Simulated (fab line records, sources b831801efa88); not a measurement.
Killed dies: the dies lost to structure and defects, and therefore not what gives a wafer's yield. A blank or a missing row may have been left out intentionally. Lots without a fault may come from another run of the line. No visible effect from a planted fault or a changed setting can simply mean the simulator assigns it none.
A lot that was struck, set against a sound lot -- flow gf180mcu -- 43 steps out of a route of 602
Sound: these wafers, L670.1, L670.2, L670.6. Struck: wafers L686.1, L686.2, L686.5. The cause is given at the end.
Each step with rows lists, per side, the tool, then ch with its chambers, then its first start. Under that, the readings that differ: sound wafers -- struck wafers -- difference of the means -- sigmas: that difference in standard deviations of wafers without a fault.
alike: words and numbers the same on both sides, and readings whose means are apart by under 2 such deviations; not compared: readings that were withheld, readings missing a value for some wafer, numbers with overlapping values and no deviation given by the record, and bounds like >300 which may hide the same value.
A row with sigmas, a row that says differs or no value, or rows on one side alone: a step with any of these is where the two part. When numbers do not overlap yet have no deviation, they are printed without sigmas and do not part them. A reading that every wafer of one side lacks parts them only if that side has two wafers or more.

first, 1 step without rows for these wafers: GF_POLY_GATE_OXIDATION_16 (stabilise 600 s, purge 300 s, target thk 4 nm).
GF_POLY_GATE_THK_MEAS_17:
  sound: film-metro-03 at day 11 10:41; struck: film-metro-02 at day 15 19:43
  alike: POLY_GATE_OXIDATION_THK
GF_POLY_GATE_CD_MEAS_18:
  sound: cd-sem-01 at day 11 10:44; struck: cd-sem-02 at day 15 19:46
  alike: cd-nm
then, 7 steps without rows for these wafers: GF_HV_LDD_DEHYDRATE_00 (time 60 s); GF_HV_LDD_HMDS_01 (prime time 60 s); GF_HV_LDD_COAT_02 (resist thk 1000 nm); GF_HV_LDD_SOFTBAKE_03 (time 60 s); GF_HV_LDD_EXPOSE_04 (exposes mask Nplus LV AREA, target cd 400 nm); GF_HV_LDD_PEB_05; GF_HV_LDD_DEVELOP_06 (develop time 60 s).
GF_HV_LDD_CD_MEAS_07 targets a cd of 400 nm.
  sound: cd-sem-02 at day 12 06:02; struck: cd-sem-02 at day 16 17:57
  alike: cd-nm
GF_HV_LDD_OVL_MEAS_08:
  sound: overlay-01 at day 12 06:09; struck: overlay-01 at day 16 18:04
  alike: HV_LDD_OVL
GF_HV_LDD_IMPLANT_09:
  sound on implanter-02 ch 0, day 12 06:11; struck on implanter-02, day 16 18:06
  no value came back on the struck wafers for beam-energy-keV, beam-on-s (s); on the sound wafers beam-energy-keV reads 40.007 39.983 39.996
GF_HV_LDD_STRIP_10: strips in O2/N2.
  sound on plasma-asher-02 ch 0,1, day 12 06:20; struck on plasma-asher-03 ch 0,1, day 16 18:15
reading,sound,struck,difference,sigmas
oes-product-au (a.u.),0.707 0.711 0.710,0.713 0.725 0.719,+0.010,+2
  alike: chamber-pressure-mTorr, drypump-motor-current-A, heater-power-w, strip-time-to-endpoint-s
  not compared: rf-hours-counter-h
GF_HV_LDD_TW_MEAS_11:
  sound: film-metro-02 at day 12 06:26; struck: film-metro-04 at day 16 18:21
reading,sound,struck,difference,sigmas
HV_LDD_TW,2379 2384 2384,30 30 30,-2352,-99 or more
then, 7 steps without rows for these wafers: GF_HV_LDD_DEHYDRATE_12 (time 60 s); GF_HV_LDD_HMDS_13 (prime time 60 s); GF_HV_LDD_COAT_14 (resist thk 1000 nm); GF_HV_LDD_SOFTBAKE_15 (time 60 s); GF_HV_LDD_EXPOSE_16 (exposes mask Pplus LV AREA, target cd 400 nm); GF_HV_LDD_PEB_17; GF_HV_LDD_DEVELOP_18 (develop time 60 s).
GF_HV_LDD_CD_MEAS_19 targets a cd of 400 nm.
  sound: cd-sem-02 at day 13 02:05; struck: cd-sem-01 at day 17 17:08
reading,sound,struck,difference,sigmas
cd-nm (nm),394.9 396.6 395.8,404.0 403.2 401.7,+7.2,+3
GF_HV_LDD_OVL_MEAS_20:
  sound: overlay-02 at day 13 02:12; struck: overlay-02 at day 17 17:16
reading,sound,struck,difference,sigmas
HV_LDD_01_OVL (nm),0.7 0.7 0.4,-0.7 -3.8 -2.3,-2.9,-2
following that, these wafers have no rows for 1 step: GF_HV_LDD_IMPLANT_21.
GF_HV_LDD_STRIP_22: strips in O2/N2.
  sound on plasma-asher-03 ch 0,1, day 13 02:23; struck on plasma-asher-03 ch 0,1, day 17 17:27
  alike: chamber-pressure-mTorr, drypump-motor-current-A, heater-power-w, oes-product-au, strip-time-to-endpoint-s
  not compared: rf-hours-counter-h
GF_HV_LDD_TW_MEAS_23:
  sound: film-metro-02 at day 13 02:29; struck: film-metro-04 at day 17 17:33
  alike: HV_LDD_2_TW
then, 7 steps without rows for these wafers: GF_HV_LDD_DEHYDRATE_24 (time 60 s); GF_HV_LDD_HMDS_25 (prime time 60 s); GF_HV_LDD_COAT_26 (resist thk 1000 nm); GF_HV_LDD_SOFTBAKE_27 (time 60 s); GF_HV_LDD_EXPOSE_28 (exposes mask Nplus HV AREA, target cd 400 nm); GF_HV_LDD_PEB_29; GF_HV_LDD_DEVELOP_30 (develop time 60 s).
GF_HV_LDD_CD_MEAS_31 targets a cd of 400 nm.
  sound: cd-sem-01 at day 13 23:08; struck: cd-sem-02 at day 18 16:03
reading,sound,struck,difference,sigmas
cd-nm (nm),397.3 399.7 396.7,404.2 404.6 403.4,+6.2,+2
GF_HV_LDD_OVL_MEAS_32:
  sound: overlay-01 at day 13 23:15; struck: overlay-02 at day 18 16:10
  alike: HV_LDD_02_OVL
then, 4 steps without rows for these wafers: GF_HV_LDD_IMPLANT_33; GF_HV_LDD_IMPLANT_34; GF_HV_LDD_IMPLANT_35; GF_HV_LDD_IMPLANT_36.
GF_HV_LDD_STRIP_37: strips in O2/N2.
  sound on plasma-asher-02 ch 0,1, day 13 23:53; struck on plasma-asher-03 ch 0,1, day 18 16:48
  alike: chamber-pressure-mTorr, drypump-motor-current-A, heater-power-w, oes-product-au, strip-time-to-endpoint-s
  not compared: rf-hours-counter-h
GF_HV_LDD_TW_MEAS_38:
  sound: film-metro-01 at day 13 23:59; struck: film-metro-01 at day 18 16:54
  alike: HV_LDD_3_TW
GF_HV_LDD_RS_MEAS_53: a four-point-probe measurement.
  sound: film-metro-04 at day 14 21:22; struck: film-metro-02 at day 19 17:32
reading,sound,struck,difference,sigmas
HV_LDD_RS (ohm/sq),418.9 418.6 418.3,883.8 881.7 881.9,+463.9,+99 or more

== WHERE THEY PART ==
First at GF_HV_LDD_IMPLANT_09; last, within this record, at GF_HV_LDD_RS_MEAS_53.

WHY: what had been put in by the simulator
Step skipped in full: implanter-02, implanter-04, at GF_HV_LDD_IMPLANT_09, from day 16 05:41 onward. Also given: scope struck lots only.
